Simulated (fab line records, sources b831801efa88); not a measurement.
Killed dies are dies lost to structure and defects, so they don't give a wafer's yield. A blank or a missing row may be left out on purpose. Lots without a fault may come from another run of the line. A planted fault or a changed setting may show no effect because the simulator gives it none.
fab line records | flow gf180mcu
record lots=7 wafers=21 last_day=34
route steps=602 shown M1@315
lots that met no fault: from a run of the same line without faults
start_h: hours from the record's first day to the start of the lot's first wafer shown | wait_h: hours since the lot's step before | " the same as in the row above | L1.1+2: a row that stands for several wafers | - no value, or no start given | * or withheld: withheld | < > ~ a bound
route shown NAME@n: a module of which the file shows steps, and the number in the route of the first | usual: mean/standard deviation of fault-free wafers | same: alike in all rows | chamber/n: place in a boat | sites: the reading at each site | _std_site: their standard deviation | _edge_site: outer sites' mean less inner sites' | radius_mm: how far each site lies from the wafer's centre | mask NAME#n: copy n | behind: the tool/chamber that last shaped the wafer | hold: why the lot was held/for how many hours/how that ended | device: the transistor (n, p or np) that didn't switch | end of line: the same wafers' tests at the end of the route | a step without rows: its recipe alone | killed: dies lost to structure and defects at the first sort, not the wafer's yield | map: a wafer's dies, x killed, . not, _ none there
set.NAME: the setting as run; set.NAME@STEP: as run at that earlier step | model.NAME: the simulator's own value behind a step, which no gauge read
lots at some steps of the route; a table a step, a row a wafer
services: from which hour (start_h, from the record's first day; less than 0 if before it) a tool's chamber was out of use, for how many hours, and why
## steps
# step GF_M1_SPUTTER_00
# recipe material=Ti target_thk_nm=37.5 arriving_ion_energy_ev=80 substrate_temp_c=200 chamber_pressure_pa=2 power_w=4000 time_s=150
# usual throttle_valve_pct=30.1/1
# columns lot.wafer tool chamber start_h wait_h throttle_valve_pct
L556.3 pvd_sputter-03 - 379.89 0.1 29.7
L556.5 " - " " 28.6
L556.6 " - " " 29.5
L560.2 pvd_sputter-04 - 413.45 0.1 32.7
L560.5 " - " " 28.8
L560.6 " - " " 30.5
L561.1 pvd_sputter-04 - 415.92 0.2 28.8
L561.2 " - " " 29.9
L561.6 " - " " 29.2
L562.3 pvd_sputter-01 - 427.64 0.2 29.7
L562.4 " - " " 30.5
L562.5 " - " " 29.3
L571.4 pvd_sputter-01 - 502.42 0.2 29.6
L571.5 " - " " 30.7
L571.6 " - " " 29.7
L574.1 pvd_sputter-03 - 529.86 0.2 29.6
L574.2 " - " " 28.4
L574.6 " - " " 28.8
L578.1 pvd_sputter-04 - 555.52 0.1 29.0
L578.4 " - " " 30.0
L578.6 " - " " 30.6
# step GF_M1_SPUTTER_01
# recipe material=TiN target_thk_nm=30 power_w=6500 time_s=25 chamber_pressure_pa=0.4
# usual throttle_valve_pct=30.1/0.99
# columns lot.wafer tool chamber start_h wait_h throttle_valve_pct
L556.3 pvd_sputter-03 - 379.99 0.1 29.5
L556.5 " - " " 28.5
L556.6 " - " " 29.5
L560.2 pvd_sputter-04 - 413.55 0.1 32.4
L560.5 " - " " 28.8
L560.6 " - " " 30.4
L561.1 pvd_sputter-04 - 416.02 0.1 29.0
L561.2 " - " " 30.2
L561.6 " - " " 28.9
L562.3 pvd_sputter-01 - 427.74 0.1 29.6
L562.4 " - " " 30.7
L562.5 " - " " 29.7
L571.4 pvd_sputter-01 - 502.52 0.1 29.6
L571.5 " - " " 30.6
L571.6 " - " " 29.8
L574.1 pvd_sputter-03 - 529.96 0.1 29.6
L574.2 " - " " 28.6
L574.6 " - " " 28.7
L578.1 pvd_sputter-04 - 555.62 0.1 28.8
L578.4 " - " " 30.0
L578.6 " - " " 30.5
# step GF_M1_SPUTTER_02
# recipe material=AlCu target_thk_nm=450 power_w=10600 time_s=23.9 chamber_pressure_pa=0.4
# usual throttle_valve_pct=30.1/1
# columns lot.wafer tool chamber start_h wait_h throttle_valve_pct
L556.3 pvd_sputter-03 - 380.02 0.0 29.8
L556.5 " - " " 28.4
L556.6 " - " " 29.8
L560.2 pvd_sputter-04 - 413.58 0.0 32.7
L560.5 " - " " 28.9
L560.6 " - " " 30.6
L561.1 pvd_sputter-04 - 416.05 0.0 28.6
L561.2 " - " " 30.0
L561.6 " - " " 28.6
L562.3 pvd_sputter-01 - 427.77 0.0 30.1
L562.4 " - " " 30.5
L562.5 " - " " 29.4
L571.4 pvd_sputter-01 - 502.55 0.0 29.5
L571.5 " - " " 30.5
L571.6 " - " " 29.6
L574.1 pvd_sputter-03 - 529.99 0.0 29.3
L574.2 " - " " 28.3
L574.6 " - " " 28.6
L578.1 pvd_sputter-04 - 555.65 0.0 28.9
L578.4 " - " " 29.6
L578.6 " - " " 30.4
# step GF_M1_SPUTTER_03
# recipe material=Ti target_thk_nm=10 substrate_temp_c=300 chamber_pressure_pa=0.3 power_w=3000 time_s=6.7
# usual throttle_valve_pct=30.1/1
# columns lot.wafer tool chamber start_h wait_h throttle_valve_pct
L556.3 pvd_sputter-03 - 380.05 0.0 29.6
L556.5 " - " " 28.3
L556.6 " - " " 29.7
L560.2 pvd_sputter-04 - 413.61 0.0 32.8
L560.5 " - " " 28.8
L560.6 " - " " 30.6
L561.1 pvd_sputter-04 - 416.08 0.0 28.9
L561.2 " - " " 30.0
L561.6 " - " " 28.8
L562.3 pvd_sputter-01 - 427.80 0.0 29.3
L562.4 " - " " 30.3
L562.5 " - " " 29.4
L571.4 pvd_sputter-01 - 502.58 0.0 29.6
L571.5 " - " " 30.6
L571.6 " - " " 29.7
L574.1 pvd_sputter-03 - 530.02 0.0 29.7
L574.2 " - " " 28.3
L574.6 " - " " 28.5
L578.1 pvd_sputter-04 - 555.68 0.0 28.9
L578.4 " - " " 29.9
L578.6 " - " " 30.3
# step GF_M1_SPUTTER_04
# recipe material=TiN target_thk_nm=50 power_w=6500 time_s=41.7 chamber_pressure_pa=0.4
# usual throttle_valve_pct=30.1/1
# columns lot.wafer tool chamber start_h wait_h throttle_valve_pct
L556.3 pvd_sputter-03 - 380.07 0.0 29.6
L556.5 " - " " 28.5
L556.6 " - " " 29.7
L560.2 pvd_sputter-04 - 413.63 0.0 32.7
L560.5 " - " " 28.8
L560.6 " - " " 30.5
L561.1 pvd_sputter-04 - 416.10 0.0 28.8
L561.2 " - " " 29.8
L561.6 " - " " 28.8
L562.3 pvd_sputter-01 - 427.82 0.0 29.3
L562.4 " - " " 30.5
L562.5 " - " " 29.6
L571.4 pvd_sputter-01 - 502.60 0.0 29.5
L571.5 " - " " 30.5
L571.6 " - " " 29.6
L574.1 pvd_sputter-03 - 530.04 0.0 29.4
L574.2 " - " " 28.4
L574.6 " - " " 28.3
L578.1 pvd_sputter-04 - 555.70 0.0 28.8
L578.4 " - " " 30.0
L578.6 " - " " 30.6
# step GF_M1_RS_MEAS_05
# recipe thk_meas_gauge=four-point-probe reads=TiN_of_M1_SPUTTER_04+Ti_of_M1_SPUTTER_03+AlCu_of_M1_SPUTTER_02+TiN_of_M1_SPUTTER_01+Ti_of_M1_SPUTTER_00
# usual M1_ALCU_RS=0.0691/0.00074
# columns lot.wafer tool chamber start_h wait_h M1_ALCU_RS[ohm/sq]
L556.3 film_metro-02 - 380.15 0.1 0.0685
L556.5 " - " " 0.0685
L556.6 " - " " 0.0686
L560.2 film_metro-02 - 413.69 0.0 0.0690
L560.5 " - " " 0.0702
L560.6 " - " " 0.0697
L561.1 film_metro-02 - 416.14 0.0 0.0686
L561.2 " - " " 0.0686
L561.6 " - " " 0.0689
L562.3 film_metro-04 - 427.90 0.1 0.0678
L562.4 " - " " 0.0692
L562.5 " - " " 0.0678
L571.4 film_metro-04 - 502.70 0.1 0.0690
L571.5 " - " " 0.0690
L571.6 " - " " 0.0698
L574.1 film_metro-02 - 530.08 0.0 0.0693
L574.2 " - " " 0.0694
L574.6 " - " " 0.0691
L578.1 film_metro-01 - 555.74 0.0 0.0688
L578.4 " - " " 0.0692
L578.6 " - " " 0.0688
# step GF_M1_THK_MEAS_06
# recipe thk_meas_gauge=xrf reads=AlCu_of_M1_SPUTTER_02
# usual M1_ALCU_THK=445/5.3
# columns lot.wafer tool chamber start_h wait_h M1_ALCU_THK[nm]
L556.3 film_metro-02 - 380.25 0.1 448
L556.5 " - " " 451
L556.6 " - " " 448
L560.2 film_metro-02 - 413.80 0.1 445
L560.5 " - " " 436
L560.6 " - " " 441
L561.1 film_metro-02 - 416.26 0.1 447
L561.2 " - " " 447
L561.6 " - " " 448
L562.3 film_metro-04 - 428.00 0.1 458
L562.4 " - " " 447
L562.5 " - " " 458
L571.4 film_metro-04 - 502.79 0.1 445
L571.5 " - " " 447
L571.6 " - " " 440
L574.1 film_metro-02 - 530.20 0.1 443
L574.2 " - " " 442
L574.6 " - " " 444
L578.1 film_metro-01 - 555.86 0.1 450
L578.4 " - " " 447
L578.6 " - " " 452
# step GF_M1_DEHYDRATE_07
# recipe temp_c=200 time_s=60
# step GF_M1_HMDS_08
# recipe prime_time_s=60 prime_temp_c=120
# step GF_M1_COAT_09
# recipe resist=KrF spin_rpm=withheld resist_thk_nm=1000
# step GF_M1_SOFTBAKE_10
# recipe temp_c=130 time_s=60 resist=KrF
# step GF_M1_EXPOSE_11
# recipe mask_id=Metal1 target_cd_nm=230 na=0.68 source_shape=conventional sigma_outer=0.6 dose_mj=28
# step GF_M1_PEB_12
# recipe peb_temp_c=135 peb_time_s=90 resist=KrF
# usual chill_plate_temp_C=22.98/0.11 exhaust_pa=44.9/0.86
# columns lot.wafer tool chamber start_h wait_h chill_plate_temp_C exhaust_pa
L556.3 litho_track-03 0 402.96 - 23.04 44.3
L556.5 " 0 " " 23.13 44.8
L556.6 " 0 " " 22.93 44.7
L560.2 litho_track-02 - 437.97 - - -
L560.5 " - " " - -
L560.6 " - " " - -
L561.1 litho_track-01 - 439.30 - - -
L561.2 " - " " - -
L561.6 " - " " - -
L562.3 litho_track-02 - 452.10 - - -
L562.4 " - " " - -
L562.5 " - " " - -
L571.4 litho_track-02 0 525.13 - 22.98 43.5
L571.5 " 0 " " 22.96 44.4
L571.6 " 0 " " 23.01 44.4
L574.1 litho_track-02 0 551.38 - 22.99 46.1
L574.2 " 0 " " 23.02 45.5
L574.6 " 0 " " 22.88 46.5
L578.1 litho_track-03 0 577.14 - 23.14 44.8
L578.4 " 0 " " 23.00 45.9
L578.6 " 0 " " 22.97 45.7
# step GF_M1_DEVELOP_13
# recipe develop_time_s=60 dev_temp_c=21
## services
# columns tool chamber start_h hours kind
pvd_sputter-01 - 425.82 1.4 repair
litho_track-02 - 522.19 - consumable_replace:filter
pvd_sputter-04 - 541.57 3.5 repair
pvd_sputter-03 - 549.36 12.6 repair
## key
first_sign step=GF_M1_PEB_12 reading=tool_record direction=missing
effect none on later readings
met_at GF_M1_PEB_12
struck_wafers L560.2,L560.5,L560.6,L561.1,L561.2,L561.6,L562.3,L562.4,L562.5
later_rows_left_out L560.2,L560.5,L560.6,L561.1,L561.2,L561.6,L562.3,L562.4,L562.5
sort_left_out L560.2,L560.5,L560.6,L561.1,L561.2,L561.6,L562.3,L562.4,L562.5
fault kind=skipped_step_whole tool=litho_track-01,litho_track-02 chamber=- onset_h=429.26 steps=GF_M1_PEB_12 scope=struck_lots_only
# sort_left_out: the simulated sort isn't trusted on such a fault, so these wafers' sort isn't shown, and their yield isn't known
# later_rows_left_out: the simulator's readings of these wafers behind a module that went badly wrong aren't trusted and aren't shown, but for the sort
